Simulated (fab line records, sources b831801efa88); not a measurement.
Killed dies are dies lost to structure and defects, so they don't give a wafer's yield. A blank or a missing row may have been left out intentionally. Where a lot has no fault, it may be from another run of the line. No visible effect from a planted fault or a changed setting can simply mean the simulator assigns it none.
Which of the tools did it? + flow gf180mcu + 24 lots, 72 wafers sampled, at 6 steps of a route of 602

== WHAT THE GAUGES READ, wafer by wafer ==
GF_SALICIDE_THK_MEAS_05: measures by xrf. Usual: SALICIDE_TIN_THK typically reads 19.82 nm, with standard deviation 0.23.
| lot  | measured     | on            | SALICIDE_TIN_THK (nm) | flag |
|------|--------------|---------------|-----------------------|------|
| L074 | day 15 00:21 | film_metro-03 | 19.82 19.49 19.95     |      |
| L075 | day 15 10:52 | film_metro-04 | 19.76 19.78 19.54     |      |
| L076 | day 15 18:56 | film_metro-03 | 19.88 20.29 20.43     |      |
| L077 | day 16 03:21 | film_metro-04 | 19.74 19.84 19.94     |      |
| L078 | day 16 11:54 | film_metro-02 | 19.87 19.73 20.09     |      |
| L079 | day 16 23:05 | film_metro-04 | 20.19 20.11 20.11     |      |
| L080 | day 17 06:58 | film_metro-02 | 19.60 19.73 19.49     |      |
| L081 | day 17 17:15 | film_metro-02 | 19.65 19.70 19.60     |      |
| L082 | day 18 02:56 | film_metro-02 | 19.71 19.76 19.61     |      |
| L083 | day 18 14:25 | film_metro-04 | 19.87 19.89 20.06     |      |
| L084 | day 18 18:20 | film_metro-03 | 19.82 20.15 19.93     |      |
| L085 | day 19 01:55 | film_metro-04 | 19.90 20.00 19.98     |      |
| L086 | day 19 14:20 | film_metro-03 | 19.86 20.09 20.01     |      |
| L087 | day 19 21:49 | film_metro-04 | 19.94 20.11 20.43     |      |
| L088 | day 20 06:10 | film_metro-02 | 19.73 19.82 19.61     |      |
| L089 | day 20 16:48 | film_metro-02 | 19.81 19.67 19.56     |      |
| L090 | day 20 22:31 | film_metro-02 | 19.88 19.48 19.54     |      |
| L091 | day 21 09:56 | film_metro-02 | 19.44 19.49 19.84     |      |
| L092 | day 21 14:48 | film_metro-02 | 19.70 19.64 19.77     |      |
| L093 | day 22 01:14 | film_metro-02 | 19.71 19.39 19.51     |      |
| L094 | day 22 08:55 | film_metro-03 | 19.40 19.63 20.06     |      |
| L095 | day 22 14:46 | film_metro-03 | 19.95 20.32 20.19     |      |
| L096 | day 23 01:01 | film_metro-02 | 20.08 20.06 20.07     |      |
| L097 | day 23 07:28 | film_metro-03 | 19.51 19.88 19.82     |      |

GF_V2_THK_MEAS_01. Usual: V2_CVD_00_THK typically reads 599 nm, with standard deviation 6.3.
| lot  | measured     | on            | V2_CVD_00_THK (nm) | flag |
|------|--------------|---------------|--------------------|------|
| L074 | day 19 02:34 | film_metro-01 | 602 601 602        |      |
| L075 | day 19 13:24 | film_metro-03 | 601 597 593        |      |
| L076 | day 19 22:25 | film_metro-01 | 607 592 599        |      |
| L077 | day 20 08:16 | film_metro-03 | 606 605 611        |      |
| L078 | day 20 15:59 | film_metro-03 | 606 594 603        |      |
| L079 | day 21 03:04 | film_metro-03 | 597 597 598        |      |
| L080 | day 21 12:31 | film_metro-01 | 603 593 596        |      |
| L081 | day 21 23:13 | film_metro-03 | 588 594 590        |      |
| L082 | day 22 07:49 | film_metro-04 | 596 604 596        |      |
| L083 | day 22 18:45 | film_metro-04 | 594 605 595        |      |
| L084 | day 22 23:32 | film_metro-01 | 604 603 600        |      |
| L085 | day 23 06:44 | film_metro-04 | 600 589 598        |      |
| L086 | day 23 18:31 | film_metro-03 | 600 603 599        |      |
| L087 | day 24 02:07 | film_metro-01 | 604 605 604        |      |
| L088 | day 24 08:58 | film_metro-04 | 603 604 607        |      |
| L089 | day 24 18:49 | film_metro-03 | 612 596 605        |      |
| L090 | day 25 00:48 | film_metro-01 | 608 597 602        |      |
| L091 | day 25 10:39 | film_metro-03 | 592 607 595        |      |
| L092 | day 25 16:13 | film_metro-01 | 602 591 603        |      |
| L093 | day 26 00:27 | film_metro-03 | 606 600 595        |      |
| L094 | day 26 08:23 | film_metro-03 | 591 592 587        |      |
| L095 | day 26 10:47 | film_metro-03 | 606 611 605        |      |
| L096 | day 26 21:58 | film_metro-01 | 609 600 608        |      |
| L097 | day 27 04:38 | film_metro-04 | 603 599 602        |      |

GF_V2_RS_MEAS_24: uses a four-point probe to measure. Usual: V2_W_RS typically reads 0.327 ohm/sq, with standard deviation 0.0049.
| lot  | measured     | on            | V2_W_RS (ohm/sq)  | flag |
|------|--------------|---------------|-------------------|------|
| L074 | day 20 04:14 | film_metro-03 | 0.328 0.330 0.331 |      |
| L075 | day 20 15:31 | film_metro-03 | 0.329 0.331 0.333 |      |
| L076 | day 21 00:32 | film_metro-03 | 0.327 0.326 0.330 |      |
| L077 | day 21 09:37 | film_metro-03 | 0.333 0.326 0.331 |      |
| L078 | day 21 17:39 | film_metro-01 | 0.334 0.333 0.322 |      |
| L079 | day 22 04:53 | film_metro-01 | 0.332 0.327 0.320 |      |
| L080 | day 22 13:04 | film_metro-01 | 0.319 0.320 0.329 |      |
| L081 | day 22 23:46 | film_metro-03 | 0.324 0.321 0.319 |      |
| L082 | day 23 07:35 | film_metro-04 | 0.334 0.333 0.322 |      |
| L083 | day 23 18:56 | film_metro-03 | 0.318 0.329 0.317 |      |
| L084 | day 24 00:29 | film_metro-04 | 0.329 0.323 0.320 |      |
| L085 | day 24 06:09 | film_metro-04 | 0.326 0.328 0.324 |      |
| L086 | day 24 17:50 | film_metro-04 | 0.327 0.337 0.327 |      |
| L087 | day 25 02:03 | film_metro-04 | 0.332 0.333 0.328 |      |
| L088 | day 25 08:37 | film_metro-04 | 0.324 0.326 0.324 |      |
| L089 | day 25 17:41 | film_metro-01 | 0.325 0.322 0.326 |      |
| L090 | day 25 23:30 | film_metro-01 | 0.331 0.320 0.324 |      |
| L091 | day 26 08:59 | film_metro-03 | 0.321 0.324 0.327 |      |
| L092 | day 26 15:07 | film_metro-03 | 0.331 0.326 0.329 |      |
| L093 | day 26 22:25 | film_metro-04 | 0.323 0.325 0.324 |      |
| L094 | day 27 06:23 | film_metro-03 | 0.331 0.319 0.332 |      |
| L095 | day 27 08:51 | film_metro-03 | 0.324 0.318 0.329 |      |
| L096 | day 27 20:04 | film_metro-03 | 0.334 0.332 0.321 |      |
| L097 | day 28 01:57 | film_metro-03 | 0.331 0.322 0.334 |      |

GF_V5_RS_MEAS_24: uses a four-point probe to measure. Usual: V5_W_RS typically reads 0.328 ohm/sq, with standard deviation 0.0057.
| lot  | measured     | on            | V5_W_RS (ohm/sq)  | flag |
|------|--------------|---------------|-------------------|------|
| L074 | day 27 01:52 | film_metro-02 | 0.322 0.320 0.325 |      |
| L075 | day 27 11:53 | film_metro-03 | 0.331 0.332 0.329 |      |
| L076 | day 27 20:35 | film_metro-02 | 0.337 0.342 0.332 |      |
| L077 | day 28 03:35 | film_metro-02 | 0.337 0.333 0.335 |      |
| L078 | day 28 11:21 | film_metro-03 | 0.320 0.317 0.326 |      |
| L079 | day 28 19:40 | film_metro-01 | 0.328 0.329 0.330 |      |
| L080 | day 29 01:52 | film_metro-03 | 0.329 0.333 0.329 |      |
| L081 | day 29 10:36 | film_metro-01 | 0.324 0.322 0.320 |      |
| L082 | day 29 17:20 | film_metro-03 | 0.324 0.327 0.322 |      |
| L083 | day 30 03:04 | film_metro-03 | 0.331 0.332 0.332 |      |
| L084 | day 30 06:49 | film_metro-03 | 0.325 0.325 0.328 |      |
| L085 | day 30 12:59 | film_metro-01 | 0.322 0.326 0.328 |      |
| L086 | day 31 00:03 | film_metro-03 | 0.328 0.320 0.330 |      |
| L087 | day 31 15:10 | film_metro-02 | 0.336 0.335 0.330 |      |
| L088 | day 31 10:20 | film_metro-03 | 0.327 0.339 0.333 |      |
| L089 | day 31 18:38 | film_metro-02 | 0.326 0.323 0.334 |      |
| L090 | day 31 21:16 | film_metro-02 | 0.321 0.323 0.330 |      |
| L091 | day 32 07:05 | film_metro-02 | 0.341 0.338 0.343 |      |
| L092 | day 32 12:26 | film_metro-02 | 0.318 0.323 0.322 |      |
| L093 | day 32 16:31 | film_metro-02 | 0.320 0.324 0.324 |      |
| L094 | day 32 23:45 | film_metro-03 | 0.326 0.329 0.326 |      |
| L095 | day 33 00:54 | film_metro-03 | 0.327 0.324 0.323 |      |
| L096 | day 33 12:37 | film_metro-02 | 0.330 0.327 0.328 |      |
| L097 | day 33 16:56 | film_metro-02 | 0.326 0.317 0.319 |      |

== WHICH TOOL RAN EACH LOT (tool, then ch and the chambers of the sampled wafers, then the start) ==
| lot  | GF_M3_SPUTTER_02             | GF_M3_SPUTTER_04             |
|------|------------------------------|------------------------------|
| L074 | pvd_sputter-04, day 20 04:51 | pvd_sputter-04, day 20 04:54 |
| L075 | pvd_sputter-03, day 20 16:08 | pvd_sputter-03, day 20 16:11 |
| L076 | pvd_sputter-04, day 21 01:09 | pvd_sputter-04, day 21 01:12 |
| L077 | pvd_sputter-01, day 21 10:18 | pvd_sputter-01, day 21 10:21 |
| L078 | pvd_sputter-01, day 21 18:16 | pvd_sputter-01, day 21 18:19 |
| L079 | pvd_sputter-04, day 22 05:29 | pvd_sputter-04, day 22 05:32 |
| L080 | pvd_sputter-03, day 22 13:40 | pvd_sputter-03, day 22 13:43 |
| L081 | pvd_sputter-03, day 23 00:22 | pvd_sputter-03, day 23 00:25 |
| L082 | pvd_sputter-03, day 23 08:08 | pvd_sputter-03, day 23 08:11 |
| L083 | pvd_sputter-01, day 23 19:32 | pvd_sputter-01, day 23 19:35 |
| L084 | pvd_sputter-04, day 24 01:03 | pvd_sputter-04, day 24 01:06 |
| L085 | pvd_sputter-01, day 24 06:53 | pvd_sputter-01, day 24 06:56 |
| L086 | pvd_sputter-03, day 24 18:27 | pvd_sputter-03, day 24 18:30 |
| L087 | pvd_sputter-04, day 25 02:40 | pvd_sputter-04, day 25 02:43 |
| L088 | pvd_sputter-01, day 25 09:12 | pvd_sputter-01, day 25 09:15 |
| L089 | pvd_sputter-04, day 25 18:17 | pvd_sputter-04, day 25 18:20 |
| L090 | pvd_sputter-01, day 26 00:05 | pvd_sputter-01, day 26 00:09 |
| L091 | pvd_sputter-01, day 26 09:35 | pvd_sputter-01, day 26 09:38 |
| L092 | pvd_sputter-01, day 26 15:43 | pvd_sputter-01, day 26 15:46 |
| L093 | pvd_sputter-04, day 26 23:02 | pvd_sputter-04, day 26 23:05 |
| L094 | pvd_sputter-04, day 27 06:59 | pvd_sputter-04, day 27 07:02 |
| L095 | pvd_sputter-04, day 27 09:28 | pvd_sputter-04, day 27 09:31 |
| L096 | pvd_sputter-04, day 27 20:40 | pvd_sputter-04, day 27 20:43 |
| L097 | pvd_sputter-04, day 28 02:34 | pvd_sputter-04, day 28 02:37 |
- GF_M3_SPUTTER_02: material AlCu, target thk 450 nm, time 23.9 s.
- GF_M3_SPUTTER_04: material TiN, target thk 50 nm, time 41.7 s.

== AS READ BY THE TOOLS THEMSELVES (means over the sampled wafers that have a number; for cases with no such wafer, the mark the record gives instead) ==
GF_M3_SPUTTER_02. Usual: throttle_valve_pct reads 30.4 % (standard deviation 1).
| lot  | tool           | throttle_valve_pct (%) | flag |
|------|----------------|------------------------|------|
| L074 | pvd_sputter-04 | 30.2                   |      |
| L075 | pvd_sputter-03 | 29.8                   |      |
| L076 | pvd_sputter-04 | 30.2                   |      |
| L077 | pvd_sputter-01 | 30.6                   |      |
| L078 | pvd_sputter-01 | 30.4                   |      |
| L079 | pvd_sputter-04 | 30.5                   |      |
| L080 | pvd_sputter-03 | 30.0                   |      |
| L081 | pvd_sputter-03 | 28.7                   |      |
| L082 | pvd_sputter-03 | 29.4                   |      |
| L083 | pvd_sputter-01 | 31.0                   |      |
| L084 | pvd_sputter-04 | 30.4                   |      |
| L085 | pvd_sputter-01 | 30.3                   |      |
| L086 | pvd_sputter-03 | 29.3                   |      |
| L087 | pvd_sputter-04 | 30.4                   |      |
| L088 | pvd_sputter-01 | 30.7                   |      |
| L089 | pvd_sputter-04 | 30.2                   |      |
| L090 | pvd_sputter-01 | 30.6                   |      |
| L091 | pvd_sputter-01 | 30.9                   |      |
| L092 | pvd_sputter-01 | 30.9                   |      |
| L093 | pvd_sputter-04 | 30.4                   |      |
| L094 | pvd_sputter-04 | 30.2                   |      |
| L095 | pvd_sputter-04 | 30.4                   |      |
| L096 | pvd_sputter-04 | 31.0                   |      |
| L097 | pvd_sputter-04 | 31.4                   |      |

GF_M3_SPUTTER_04. Usual: throttle_valve_pct reads 30.4 % (standard deviation 0.99).
| lot  | tool           | throttle_valve_pct (%) | flag |
|------|----------------|------------------------|------|
| L074 | pvd_sputter-04 | 30.1                   |      |
| L075 | pvd_sputter-03 | 29.9                   |      |
| L076 | pvd_sputter-04 | 30.3                   |      |
| L077 | pvd_sputter-01 | 30.4                   |      |
| L078 | pvd_sputter-01 | 30.6                   |      |
| L079 | pvd_sputter-04 | 30.4                   |      |
| L080 | pvd_sputter-03 | 30.2                   |      |
| L081 | pvd_sputter-03 | 28.5                   |      |
| L082 | pvd_sputter-03 | 29.4                   |      |
| L083 | pvd_sputter-01 | 31.0                   |      |
| L084 | pvd_sputter-04 | 30.3                   |      |
| L085 | pvd_sputter-01 | 30.3                   |      |
| L086 | pvd_sputter-03 | 29.4                   |      |
| L087 | pvd_sputter-04 | 30.4                   |      |
| L088 | pvd_sputter-01 | 30.9                   |      |
| L089 | pvd_sputter-04 | 30.2                   |      |
| L090 | pvd_sputter-01 | 30.5                   |      |
| L091 | pvd_sputter-01 | 30.9                   |      |
| L092 | pvd_sputter-01 | 31.0                   |      |
| L093 | pvd_sputter-04 | 30.3                   |      |
| L094 | pvd_sputter-04 | 30.4                   |      |
| L095 | pvd_sputter-04 | 30.4                   |      |
| L096 | pvd_sputter-04 | 31.1                   |      |
| L097 | pvd_sputter-04 | 31.1                   |      |

== THE ANSWER, worked out from the rows above alone ==
Rule: lot off if the mean of its wafers having a number is beyond 3 standard deviations from the usual mean. A lot without any number at a reading at which 4 lots or more have one is off too. Any other lot the step has rows for is counted as sound. First the gauges in route order, then the tools' own readings, where a lot's mean is used as printed above. The first step at which some lot is off is used, and at that step the reading that is off furthest; a lot without a number counts as furthest.
No lot is off at any reading shown: from this, nothing can be told.

== WHAT THE SIMULATOR HAD INSERTED ==
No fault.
